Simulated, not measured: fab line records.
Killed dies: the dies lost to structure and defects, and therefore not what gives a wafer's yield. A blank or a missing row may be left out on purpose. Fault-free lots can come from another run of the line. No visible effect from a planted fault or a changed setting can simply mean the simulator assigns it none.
A lot that was struck, set against a sound lot	flow sfq-line	21 out of 325 route steps
Sound: wafers L548.2, L548.3, L548.4. Struck: wafer L558.6 (left out: L558.4, a lot-mate that was not struck); the cause follows at the end.
Per side, at each step with rows, come the tool, then ch with its chambers, and then its first start. Under that, the readings that differ: sound wafers	struck wafers	difference of the means	sigmas: that difference in standard deviations of wafers without a fault.
alike: same words and numbers on both sides, and readings whose means sit less than 2 such deviations apart. not compared: any withheld reading, any reading some wafer has no value for, any bound like >300 that may hide the same value, and any number with overlapping values for which the record gives no deviation.
A row with sigmas, a row that says differs or no value, or rows on one side alone: a step with any of these is where the two part. When numbers do not overlap yet have no deviation, they are printed without sigmas and do not part them. A reading missing from all wafers of one side parts the sides only when that side holds two or more wafers.

SFQ_I4_OVL_MEAS_928:
  sound on overlay-02, day 49 12:41; struck on overlay-01, day 57 20:55
reading	sound	struck	difference	sigmas
I4_OVL (nm)	16 14 13	5	-9	-2
SFQ_TRILAYER_I4_VIA_BARC_OPEN_VIA_ETCH_146: etches BARC in O2, target depth 125 nm, time 41.7 s.
  sound on rie-diel-03 ch 1,2,3, day 49 12:43; struck on rie-diel-03 ch 2, day 57 20:57
  alike: bias-w, drypump-motor-current-A, oes-product-au
  not compared: rf-hours-counter-h
then, 1 step without rows for these wafers: SFQ_TRILAYER_I4_VIA_ETCH_VIA_ETCH_106 (etches SiO2 in CHF3, stops on Nb, target depth 260 nm).
SFQ_TRILAYER_I4_VIA_STRIP_STRIP_107: strips in O2.
  sound on rie-metal-03 ch 0,1, day 49 12:52; struck on rie-metal-03 ch 0, day 57 21:17
  alike: drypump-motor-current-A, oes-product-au
  not compared: rf-hours-counter-h
then, 2 steps without rows for these wafers: SFQ_TRILAYER_I4_VIA_STRIP_SOLV_CLEAN_108 (cleans in NMP, time 600 s); SFQ_TRILAYER_JJ_TRILAYER_DEP_PRE_CLEAN_113 (time 22.5 s).
SFQ_TRILAYER_JJ_TRILAYER_DEP_SPUTTER_109: material Nb, target thk 150 nm, time 100 s.
  sound on pvd-sputter-03, day 49 13:40; struck on pvd-sputter-03, day 57 21:53
  alike: cathode-dc-power-W, throttle-valve-pct
SFQ_TRILAYER_JJ_TRILAYER_DEP_SPUTTER_110: material Al, target thk 8 nm, time 10 s.
  sound on pvd-sputter-03, day 49 13:44; struck on pvd-sputter-03, day 57 21:58
  alike: cathode-dc-power-W, throttle-valve-pct
then, 2 steps without rows for these wafers: SFQ_TRILAYER_JJ_TRILAYER_DEP_AL_OXIDATION_111 (oxidation time 600 s); SFQ_TRILAYER_JJ_TRILAYER_DEP_SPUTTER_112 (material Nb, target thk 170 nm, time 113.3 s).
SFQ_JJ_RS_MEAS_929: a four-point-probe measurement.
  sound on film-metro-03, day 49 14:52; struck on film-metro-02, day 57 23:07
  alike: JJ_NB_RS
SFQ_TRILAYER_JJ_CE_LITHO_COAT_119: resist thk 62 nm.
  sound on litho-track-02 ch 0, day 49 15:04; struck on litho-track-01 ch 0, day 57 23:23
reading	sound	struck	difference	sigmas
model.BARC_of_TRILAYER_JJ_CE_LITHO_COAT_119.thk-nm (nm)	61.92 61.99 62.06	72.53	+10.54	
then, 5 steps without rows for these wafers: SFQ_TRILAYER_JJ_CE_LITHO_COAT_114 (resist thk 600 nm); SFQ_TRILAYER_JJ_CE_LITHO_SOFTBAKE_118; SFQ_TRILAYER_JJ_CE_LITHO_EXPOSE_115 (exposes mask J5, target cd 700 nm); SFQ_TRILAYER_JJ_CE_LITHO_PEB_117 (peb time 60 s); SFQ_TRILAYER_JJ_CE_LITHO_DEVELOP_116 (time 60 s).
-- the record jumps here: 3 days lie between the struck wafers' starts before and after --
SFQ_JJ_OVL_MEAS_931:
  sound on overlay-01, day 55 01:42; struck on overlay-02, day 61 03:29
  alike: J5_OVL
SFQ_TRILAYER_JJ_CE_METRO_MEASURE_117:
  sound on cd-sem-01, day 55 01:56; struck on cd-sem-02, day 61 04:07
reading	sound	struck	difference	sigmas
cd-nm (nm)	703.6 702.4 703.7	700.1	-3.1	-2
SFQ_TRILAYER_JJ_CE_BARC_OPEN_RIE_150: chemistry O2, target BARC, target depth 240 nm, time 80 s.
  sound on rie-metal-03 ch 0,1, day 55 02:56; struck on rie-metal-02 ch 1, day 61 04:44
reading	sound	struck	difference	sigmas
drypump-motor-current-A (A)	5.01 5.66 4.99	5.86	+0.64	+2
oes-product-au (a.u.)	0.539 0.526 0.545	0.559	+0.022	+5
model.etch.depth-nm (nm)	61.92 61.99 62.06	72.53	+10.54	
  alike: bias-w
  not compared: rf-hours-counter-h
then, 1 step without rows for these wafers: SFQ_TRILAYER_JJ_CE_ETCH_RIE_118 (chemistry SF6, target Nb, stops on Al2O3, time 97.7 s, target depth 170 nm).

## WHERE THEY PART
First at SFQ_I4_OVL_MEAS_928; last, within this record, at SFQ_TRILAYER_JJ_CE_BARC_OPEN_RIE_150.

WHY: the cause the simulator had injected
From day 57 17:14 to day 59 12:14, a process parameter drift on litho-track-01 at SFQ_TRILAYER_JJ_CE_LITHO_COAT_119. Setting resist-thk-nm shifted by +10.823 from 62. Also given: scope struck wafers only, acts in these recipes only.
